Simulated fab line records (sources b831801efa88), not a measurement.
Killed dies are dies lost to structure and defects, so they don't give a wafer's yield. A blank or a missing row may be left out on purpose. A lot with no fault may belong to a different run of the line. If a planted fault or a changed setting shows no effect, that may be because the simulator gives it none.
Which of the tools did it? || flow gf180mcu || 39 wafers from 13 lots sampled at 3 of the route's 602 steps

== WHAT EACH GAUGE READ, for each wafer ==
GF_VT_IMPLANT_OVL_MEAS_18. Usual: VT_IMPLANT_01_OVL typically reads 0.0 nm, with standard deviation 1.2.
{"lot": "L916", "measured": "day 6 12:19", "on": "overlay-02", "VT_IMPLANT_01_OVL (nm)": "0.8 1.1 0.2", "flag": ""}
{"lot": "L917", "measured": "day 6 17:00", "on": "overlay-02", "VT_IMPLANT_01_OVL (nm)": "0.5 0.4 1.0", "flag": ""}
{"lot": "L919", "measured": "day 7 04:37", "on": "overlay-02", "VT_IMPLANT_01_OVL (nm)": "1.5 -0.1 1.5", "flag": ""}
{"lot": "L920", "measured": "day 7 13:43", "on": "overlay-01", "VT_IMPLANT_01_OVL (nm)": "2.3 1.6 1.1", "flag": ""}
{"lot": "L921", "measured": "day 7 19:56", "on": "overlay-02", "VT_IMPLANT_01_OVL (nm)": "0.7 -1.7 -1.3", "flag": ""}
{"lot": "L922", "measured": "day 8 01:43", "on": "overlay-01", "VT_IMPLANT_01_OVL (nm)": "-1.5 0.0 -0.9", "flag": ""}
{"lot": "L923", "measured": "day 8 08:51", "on": "overlay-01", "VT_IMPLANT_01_OVL (nm)": "1.7 -0.2 1.0", "flag": ""}
{"lot": "L924", "measured": "day 8 15:43", "on": "overlay-02", "VT_IMPLANT_01_OVL (nm)": "-0.3 -1.1 0.3", "flag": ""}
{"lot": "L925", "measured": "day 8 20:44", "on": "overlay-01", "VT_IMPLANT_01_OVL (nm)": "-0.1 0.6 -0.4", "flag": ""}
{"lot": "L934", "measured": "day 11 06:44", "on": "overlay-01", "VT_IMPLANT_01_OVL (nm)": "0.5 -1.8 -0.5", "flag": ""}
{"lot": "L935", "measured": "day 11 12:11", "on": "overlay-02", "VT_IMPLANT_01_OVL (nm)": "0.3 1.2 0.1", "flag": ""}
{"lot": "L937", "measured": "day 12 00:22", "on": "overlay-02", "VT_IMPLANT_01_OVL (nm)": "1.1 0.3 0.0", "flag": ""}
{"lot": "L938", "measured": "day 12 10:58", "on": "overlay-02", "VT_IMPLANT_01_OVL (nm)": "-1.5 -1.4 -1.7", "flag": ""}

GF_POLY_GATE_OVL_MEAS_11. Usual: POLY_GATE_OVL typically reads 2 nm, with standard deviation 4.6.
{"lot": "L916", "measured": "day 9 11:50", "on": "overlay-02", "POLY_GATE_OVL (nm)": "13 8 9", "flag": ""}
{"lot": "L917", "measured": "day 9 18:44", "on": "overlay-01", "POLY_GATE_OVL (nm)": "0 6 4", "flag": ""}
{"lot": "L919", "measured": "day 10 06:13", "on": "overlay-02", "POLY_GATE_OVL (nm)": "5 6 6", "flag": ""}
{"lot": "L920", "measured": "day 10 15:44", "on": "overlay-02", "POLY_GATE_OVL (nm)": "11 11 5", "flag": ""}
{"lot": "L921", "measured": "day 10 22:58", "on": "overlay-01", "POLY_GATE_OVL (nm)": "6 5 7", "flag": ""}
{"lot": "L922", "measured": "day 11 06:01", "on": "overlay-01", "POLY_GATE_OVL (nm)": "-4 3 2", "flag": ""}
{"lot": "L923", "measured": "day 11 14:41", "on": "overlay-01", "POLY_GATE_OVL (nm)": "5 -2 -4", "flag": ""}
{"lot": "L924", "measured": "day 11 22:34", "on": "overlay-02", "POLY_GATE_OVL (nm)": "1 0 3", "flag": ""}
{"lot": "L925", "measured": "day 12 05:07", "on": "overlay-02", "POLY_GATE_OVL (nm)": "7 10 0", "flag": ""}
{"lot": "L934", "measured": "day 14 18:58", "on": "overlay-01", "POLY_GATE_OVL (nm)": "-1 4 7", "flag": ""}
{"lot": "L935", "measured": "day 15 02:46", "on": "overlay-02", "POLY_GATE_OVL (nm)": "9 1 5", "flag": ""}
{"lot": "L937", "measured": "day 15 14:14", "on": "overlay-02", "POLY_GATE_OVL (nm)": "-6 3 -8", "flag": ""}
{"lot": "L938", "measured": "day 16 05:25", "on": "overlay-02", "POLY_GATE_OVL (nm)": "2 -9 -4", "flag": ""}

== EACH LOT AND THE TOOL THAT RAN IT (in order: tool; ch and the chambers of the sampled wafers; start) ==
{"lot": "L916", "GF_DUAL_GATE_STRIP_13": "plasma-asher-03 ch 0,1, day 8 15:25"}
{"lot": "L917", "GF_DUAL_GATE_STRIP_13": "plasma-asher-02 ch 0,1, day 8 22:05"}
{"lot": "L919", "GF_DUAL_GATE_STRIP_13": "plasma-asher-02 ch 0,1, day 9 09:10"}
{"lot": "L920", "GF_DUAL_GATE_STRIP_13": "plasma-asher-02 ch 0,1, day 9 18:49"}
{"lot": "L921", "GF_DUAL_GATE_STRIP_13": "plasma-asher-02 ch 0,1, day 10 02:20"}
{"lot": "L922", "GF_DUAL_GATE_STRIP_13": "plasma-asher-04 ch 0,1, day 10 06:43"}
{"lot": "L923", "GF_DUAL_GATE_STRIP_13": "plasma-asher-03 ch 0,1, day 10 16:49"}
{"lot": "L924", "GF_DUAL_GATE_STRIP_13": "plasma-asher-04 ch 0,1, day 11 00:10"}
{"lot": "L925", "GF_DUAL_GATE_STRIP_13": "plasma-asher-04 ch 0,1, day 11 06:13"}
{"lot": "L934", "GF_DUAL_GATE_STRIP_13": "plasma-asher-04 ch 0,1, day 13 18:05"}
{"lot": "L935", "GF_DUAL_GATE_STRIP_13": "plasma-asher-04 ch 0,1, day 14 00:17"}
{"lot": "L937", "GF_DUAL_GATE_STRIP_13": "plasma-asher-04 ch 0,1, day 14 13:24"}
{"lot": "L938", "GF_DUAL_GATE_STRIP_13": "plasma-asher-03 ch 0,1, day 15 03:40"}
- GF_DUAL_GATE_STRIP_13: strips in O2/N2.

== WHAT THE TOOLS THEMSELVES READ (means of the sampled wafers that have a number; where no wafer has one, the mark that the record gives instead) ==
GF_DUAL_GATE_STRIP_13. Usual: drypump-motor-current-A 5.7 A, standard deviation 0.51; heater-power-w 340 W, standard deviation 41; oes-product-au 0.716 a.u., standard deviation 0.0045; strip-time-to-endpoint-s 12.62 s, standard deviation 0.03.
{"lot": "L916", "tool": "plasma-asher-03", "drypump-motor-current-A (A)": 6.0, "heater-power-w (W)": 312, "oes-product-au (a.u.)": 0.717, "strip-time-to-endpoint-s (s)": 12.59, "flag": ""}
{"lot": "L917", "tool": "plasma-asher-02", "drypump-motor-current-A (A)": 6.0, "heater-power-w (W)": 370, "oes-product-au (a.u.)": 0.717, "strip-time-to-endpoint-s (s)": 12.63, "flag": ""}
{"lot": "L919", "tool": "plasma-asher-02", "drypump-motor-current-A (A)": 6.1, "heater-power-w (W)": 391, "oes-product-au (a.u.)": 0.718, "strip-time-to-endpoint-s (s)": 12.64, "flag": ""}
{"lot": "L920", "tool": "plasma-asher-02", "drypump-motor-current-A (A)": 6.1, "heater-power-w (W)": 391, "oes-product-au (a.u.)": 0.714, "strip-time-to-endpoint-s (s)": 12.61, "flag": ""}
{"lot": "L921", "tool": "plasma-asher-02", "drypump-motor-current-A (A)": 6.1, "heater-power-w (W)": 395, "oes-product-au (a.u.)": 0.710, "strip-time-to-endpoint-s (s)": 12.59, "flag": ""}
{"lot": "L922", "tool": "plasma-asher-04", "drypump-motor-current-A (A)": 5.2, "heater-power-w (W)": 338, "oes-product-au (a.u.)": 0.718, "strip-time-to-endpoint-s (s)": 12.68, "flag": ""}
{"lot": "L923", "tool": "plasma-asher-03", "drypump-motor-current-A (A)": 6.0, "heater-power-w (W)": 319, "oes-product-au (a.u.)": 0.718, "strip-time-to-endpoint-s (s)": 12.64, "flag": ""}
{"lot": "L924", "tool": "plasma-asher-04", "drypump-motor-current-A (A)": 5.2, "heater-power-w (W)": 333, "oes-product-au (a.u.)": 0.721, "strip-time-to-endpoint-s (s)": 12.59, "flag": ""}
{"lot": "L925", "tool": "plasma-asher-04", "drypump-motor-current-A (A)": 5.2, "heater-power-w (W)": 338, "oes-product-au (a.u.)": 0.849, "strip-time-to-endpoint-s (s)": "-", "flag": "OFF"}
{"lot": "L934", "tool": "plasma-asher-04", "drypump-motor-current-A (A)": 5.3, "heater-power-w (W)": 357, "oes-product-au (a.u.)": 0.716, "strip-time-to-endpoint-s (s)": 12.64, "flag": ""}
{"lot": "L935", "tool": "plasma-asher-04", "drypump-motor-current-A (A)": 5.3, "heater-power-w (W)": 333, "oes-product-au (a.u.)": 0.711, "strip-time-to-endpoint-s (s)": 12.63, "flag": ""}
{"lot": "L937", "tool": "plasma-asher-04", "drypump-motor-current-A (A)": 5.3, "heater-power-w (W)": 355, "oes-product-au (a.u.)": 0.714, "strip-time-to-endpoint-s (s)": 12.58, "flag": ""}
{"lot": "L938", "tool": "plasma-asher-03", "drypump-motor-current-A (A)": 5.6, "heater-power-w (W)": 299, "oes-product-au (a.u.)": 0.719, "strip-time-to-endpoint-s (s)": 12.59, "flag": ""}

== THE ANSWER, worked out from the rows above alone ==
Rule: a lot counts as off when the mean over its wafers that have a number is more than 3 standard deviations away from the usual mean. A lot without any number at a reading at which 4 lots or more have one is off too. All remaining lots with rows at the step are treated as sound. The gauges are gone through in route order, then the tools' own readings, and for those a lot's mean is taken as printed above. At the first step where some lot is off, the reading lying furthest off is the one used; lots without a number count as furthest.
Off at GF_DUAL_GATE_STRIP_13 (strip-time-to-endpoint-s): L925. Without a number there: L925.
If a tool, at that step or one of the process steps before it, ran each lot that is off and ran no sound lot following the first of them, it fits. Not one of the candidates tried fits.

== WHAT THE SIMULATOR PUT IN ==
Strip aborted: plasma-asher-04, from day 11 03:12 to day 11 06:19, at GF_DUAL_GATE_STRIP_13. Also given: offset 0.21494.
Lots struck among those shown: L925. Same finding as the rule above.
